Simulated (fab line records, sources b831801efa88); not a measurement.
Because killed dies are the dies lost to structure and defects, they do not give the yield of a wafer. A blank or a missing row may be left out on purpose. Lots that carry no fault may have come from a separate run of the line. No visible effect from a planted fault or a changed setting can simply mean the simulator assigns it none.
Comparing a struck lot with a sound one -- flow sky130 -- 15 steps out of a route of 708
Sound: wafers L197.1, L197.4, L197.6. Struck: wafer L213.4 (L213.2, L213.6, from the same lot, were not struck and are left out); the cause is given at the end.
Each step with rows lists, per side, the tool, then ch with its chambers, then its first start. Under that, the readings that differ: sound wafers -- struck wafers -- difference of the means -- sigmas: that difference in standard deviations of wafers without a fault.
alike: a reading whose means differ by less than 2 such deviations, as well as words and numbers matching on both sides. not compared: withheld readings; readings where some wafer has no value; bounds like >300 that might hide an equal value; numbers whose values overlap and for which the record gives no deviation.
A row with sigmas, a row that says differs or no value, or rows on one side alone: a step with any of these is where the two part. Non-overlapping numbers with no deviation appear without sigmas and do not part them. A reading that every wafer of one side lacks parts them only if that side has two wafers or more.

first, 1 step without rows for these wafers: SKY_LI_CONTACT_COAT_07 (resist thk 450 nm).
SKY_LI_CONTACT_SOFTBAKE_08: time 92.34 s.
  sound on litho_track-04 ch 0; struck on litho_track-04 ch 0
reading,sound,struck,difference,sigmas
plate_sensor_t_centre_C (C),100.88 100.89 100.89,100.86,-0.03,-3
  alike: plate_sensor_t_edge_C
then, 3 steps without rows for these wafers: SKY_LI_CONTACT_EXPOSE_09 (exposes mask LICM1, target cd 170 nm); SKY_LI_CONTACT_PEB_10; SKY_LI_CONTACT_DEVELOP_11 (develop time 60 s).
SKY_LI_CONTACT_CD_MEAS_12: target cd 170 nm.
  sound on cd_sem-02 at day 28 22:19; struck on cd_sem-02 at day 34 15:32
  alike: cd_nm
SKY_LI_CONTACT_OVL_MEAS_13:
  sound on overlay-01 at day 28 22:26; struck on overlay-02 at day 34 15:38
  alike: LI_CONTACT_OVL
SKY_LI_CONTACT_ETCH_14: etches BARC in N2/H2, stops on SiO2, time 45.9 s, target depth 60 nm.
  sound on rie_diel-03 ch 0,1,2, day 28 22:28; struck on rie_diel-03 ch 1, day 34 15:40
  alike: drypump_motor_current_A, oes_product_au, throttle_valve_pct
  not compared: rf_hours_counter_h
SKY_LI_CONTACT_ETCH_15: etches PSG in C4F8/O2/Ar, stops on Si, target depth 600 nm.
  sound on rie_diel-03 ch 0,1,2, day 28 22:31; struck on rie_diel-03 ch 1, day 34 15:43
  alike: oes_product_au
SKY_LI_CONTACT_STRIP_16: strips in O2/N2.
  sound on plasma_asher-04 ch 1, day 28 22:36; struck on plasma_asher-01 ch 0, day 34 15:48
  alike: drypump_motor_current_A, oes_product_au, strip_time_to_endpoint_s
  not compared: rf_hours_counter_h
then, 2 steps without rows for these wafers: SKY_LI_CONTACT_CLEAN_17 (cleans in NMP, time 600 s); SKY_LI_CONTACT_PRE_CLEAN_18 (time 5.6 s).
SKY_LI_CONTACT_SPUTTER_19: material Ti, target thk 20 nm, time 106.37 s.
  sound on pvd_sputter-01 at day 28 22:53; struck on pvd_sputter-01 at day 34 16:05
reading,sound,struck,difference,sigmas
cathode_dc_power_W (W),2500.1 2499.1 2500.7,2394.0,-106.0,-99 or more
model.Ti_of_LI_CONTACT_SPUTTER_19.thk_nm (nm),19.98 20.18 20.21,19.04,-1.08,
  alike: throttle_valve_pct
SKY_LI_CONTACT_SPUTTER_20: material TiN, target thk 20 nm, time 80 s.
  sound on pvd_sputter-01 at day 28 22:58; struck on pvd_sputter-01 at day 34 16:10
  alike: cathode_dc_power_W, throttle_valve_pct
-- here the record skips 15 days between the struck wafers' starts before and after, leaving off in module LI_CONTACT and picking up in module PAD_OPEN (first step shown: number 708 of the route) --
SKY_PAD_OPEN_PROBE_99:
  sound on prober-01 at day 45 13:37; struck on prober-01 at day 49 18:47
reading,sound,struck,difference,sigmas
killed_at_front_end,15 11 12,22,+9,+2
killed_short,36 28 34,47,+14,+3
  alike: killed_at_M0_to_M3, killed_at_M4_up, killed_at_contacts, killed_at_other, killed_dies, killed_open

WHERE THEY PART
First at SKY_LI_CONTACT_SOFTBAKE_08; last, within this record, at SKY_PAD_OPEN_PROBE_99.

WHY: whatever the simulator had introduced
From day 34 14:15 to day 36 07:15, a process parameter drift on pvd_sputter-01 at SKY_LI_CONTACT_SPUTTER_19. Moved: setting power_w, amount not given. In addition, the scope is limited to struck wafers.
